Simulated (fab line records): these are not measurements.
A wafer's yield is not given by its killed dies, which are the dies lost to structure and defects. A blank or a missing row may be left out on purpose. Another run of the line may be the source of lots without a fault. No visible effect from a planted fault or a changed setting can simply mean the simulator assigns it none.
Chamber matching + flow gf180mcu + 3 sister chambers for GF_CONTACT_CMP_04 on cmp-01
The step polishes SiO2. 3 wafers are shown with their chamber, then 9 later ones without.

WAFERS, EACH WITH ITS CHAMBER
| wafer  | chamber | motorCurrentA (A) |
|--------|---------|-------------------|
| L780.3 | 0       | 11.2              |
| L781.5 | 2       | 13.5              |
| L782.5 | 3       | 11.6              |

WAFERS MISSING THEIR CHAMBER
| wafer  | motorCurrentA (A) |
|--------|-------------------|
| L782.6 | 10.6              |
| L783.2 | 11.5              |
| L783.3 | 12.6              |
| L783.6 | 12.4              |
| L784.1 | 12.2              |
| L784.5 | 12.1              |
| L787.1 | 12.6              |
| L787.2 | 11.9              |
| L787.4 | 12.3              |

THE CHAMBER EACH PASSED THROUGH
| wafer  | from the rows above          | in truth |
|--------|------------------------------|----------|
| L782.6 | can't be placed: 0 or 3      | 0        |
| L783.2 | can't be placed: 3 or 0      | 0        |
| L783.3 | can't be placed: 2 or 3 or 0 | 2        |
| L783.6 | can't be placed: 3 or 2 or 0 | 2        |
| L784.1 | can't be placed: 3 or 0 or 2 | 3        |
| L784.5 | can't be placed: 3 or 0 or 2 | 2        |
| L787.1 | can't be placed: 2 or 3 or 0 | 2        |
| L787.2 | can't be placed: 3 or 0 or 2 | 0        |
| L787.4 | can't be placed: 3 or 0 or 2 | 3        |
Placed correctly: 0 of 9. Cannot be placed on the basis of these rows: 9; the candidates contain the true chamber in 9. Number placed wrongly: 0.
How it was worked out, from the rows above alone: a wafer's distance from a chamber is the root of the sum, over the readings, of the square of ((its reading less the chamber's mean) divided by the reading's scatter). The wafer belongs to the nearest chamber; if the next one is less than 2 further off, it can't be placed. Each chamber's mean is taken over the wafers shown for it. The scatter: with one shown wafer a chamber, the root of the mean of the squares of how far each hidden wafer lies from its nearest shown one.
